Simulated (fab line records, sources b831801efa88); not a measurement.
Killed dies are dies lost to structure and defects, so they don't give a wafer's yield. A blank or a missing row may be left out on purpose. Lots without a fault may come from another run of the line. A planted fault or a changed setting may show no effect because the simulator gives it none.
A struck lot beside a sound one | flow gf180mcu | 17 steps out of a route of 602
Sound: wafers L539.1, L539.2, L539.3. Struck: wafers L554.2, L554.5. (L554.3 of the same lot was not struck and is left out.) The cause comes at the end.
At each step with rows: each side's tool, then ch and its chambers, then its first start. Under that, the readings that differ: sound wafers | struck wafers | difference of the means | sigmas: that difference in standard deviations of wafers without a fault.
alike: readings whose means differ by less than 2 such deviations, and words and numbers that are the same on both sides. not compared: withheld readings, readings that some wafer has no value for, bounds like >300 that may hide the same value, and numbers for which the record gives no deviation and whose values overlap.
The two part at a step that has a row with sigmas, a row that says differs or no value, or rows on one side only. Numbers that don't overlap but have no deviation are shown without sigmas and don't part them. A reading that every wafer of one side lacks parts them only if that side has two wafers or more.

first, 1 step without rows for these wafers: GF_STI_OXIDATION_01 (stabilise 600 s, purge 300 s, target thk 10 nm).
GF_STI_THK_MEAS_02:
  sound on film_metro-03, day 1 17:19; struck on film_metro-01, day 4 20:18
  alike: STI_OXIDATION_THK
then, 1 step without rows for these wafers: GF_STI_CVD_03 (deposits Si3N4 from DCS/NH3, target thk 207.16 nm, time 3551 s).
GF_STI_THK_MEAS_04:
  sound on film_metro-01, day 1 19:22; struck on film_metro-02, day 4 22:21
  alike: STI_CVD_03_THK
then, 7 steps without rows for these wafers: GF_STI_DEHYDRATE_05 (time 60 s); GF_STI_HMDS_06 (prime time 60 s); GF_STI_COAT_07 (resist thk 700 nm); GF_STI_SOFTBAKE_08 (time 60 s); GF_STI_EXPOSE_09 (exposes mask COMP, target cd 220 nm); GF_STI_PEB_10 (peb time 90 s); GF_STI_DEVELOP_11 (develop time 60 s).
GF_STI_CD_MEAS_12: target cd 220 nm.
  sound on cd_sem-01, day 2 06:57; struck on cd_sem-02, day 5 12:53
  alike: cd_nm
GF_STI_ETCH_13: etches the open film in CHF3/O2, stops on Si, target depth 282.31 nm, time 112.9 s.
  sound on rie_diel-03 ch 0,1,2, day 2 07:04; struck on rie_diel-02 ch 0, day 5 12:59
  reading                              | sound             | struck      | difference | sigmas
  O2_flow_sccm (sccm)                  | 4.996 5.013 4.963 | 5.015 5.031 | +0.032     | +2
  oes_product_au (a.u.)                | 0.836 0.831 0.832 | 1.001 0.998 | +0.166     | +26
  run_length_s (s)                     | 141.1 141.8 141.0 | 81.9 81.8   | -59.5      | -99 or more
  throttle_valve_pct (%)               | 8.818 8.810 8.801 | 8.852 8.880 | +0.056     | +7
  model.KrF_of_STI_COAT_07.thk_nm (nm) | 436.2 443.2 442.9 | 571.1 568.7 | +129.1     |
  model.etch.depth_nm (nm)             | 208.2 208.8 209.4 | 134.5 133.8 | -74.7      |
  alike: drypump_motor_current_A
  not compared: rf_hours_counter_h
GF_STI_ETCH_14: etches Si in HBr/Cl2/O2, target depth 360 nm, time 102.9 s.
  sound on rie_si-01 ch 0,1,2, day 2 07:09; struck on rie_si-01 ch 0, day 5 13:04
  reading                              | sound                | struck        | difference | sigmas
  oes_product_au (a.u.)                | 1.001 1.002 1.003    | 0.358 0.354   | -0.646     | -73
  throttle_valve_pct (%)               | 25.669 25.652 25.663 | 26.086 26.069 | +0.416     | +38
  model.KrF_of_STI_COAT_07.thk_nm (nm) | 317.6 322.7 322.8    | 450.6 449.4   | +129.0     |
  alike: O2_flow_sccm, drypump_motor_current_A, run_length_s
  not compared: rf_hours_counter_h
GF_STI_STRIP_15: strips in O2/N2.
  sound on plasma_asher-02 ch 0,1, day 2 07:13; struck on plasma_asher-03 ch 0,1, day 5 13:08
  reading                      | sound             | struck      | difference | sigmas
  oes_product_au (a.u.)        | 0.395 0.389 0.381 | 0.434 0.437 | +0.047     | +9
  strip_time_to_endpoint_s (s) | 3.70 3.76 3.77    | 5.09 5.08   | +1.34      | +35
  alike: drypump_motor_current_A, heater_power_w
  not compared: rf_hours_counter_h
then, 1 step without rows for these wafers: GF_STI_CLEAN_16 (cleans in dHF, time 25 s).
-- the record jumps here: 28 days lie between the struck wafers' starts before and after (it left off in module STI and takes up again in module PASSIVATION, whose first step shown is number 602 of the route) --
GF_PASSIVATION_PROBE_99:
  the record has rows for the struck wafers here (prober-01, day 33 10:37) and none for the sound ones

WHERE THEY PART
First at GF_STI_ETCH_13; last, within this record, at GF_PASSIVATION_PROBE_99.

WHY: what the simulator had put in
Process parameter drift: rie_diel-02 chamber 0, from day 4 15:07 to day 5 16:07, at GF_STI_ETCH_13. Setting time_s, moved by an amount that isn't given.
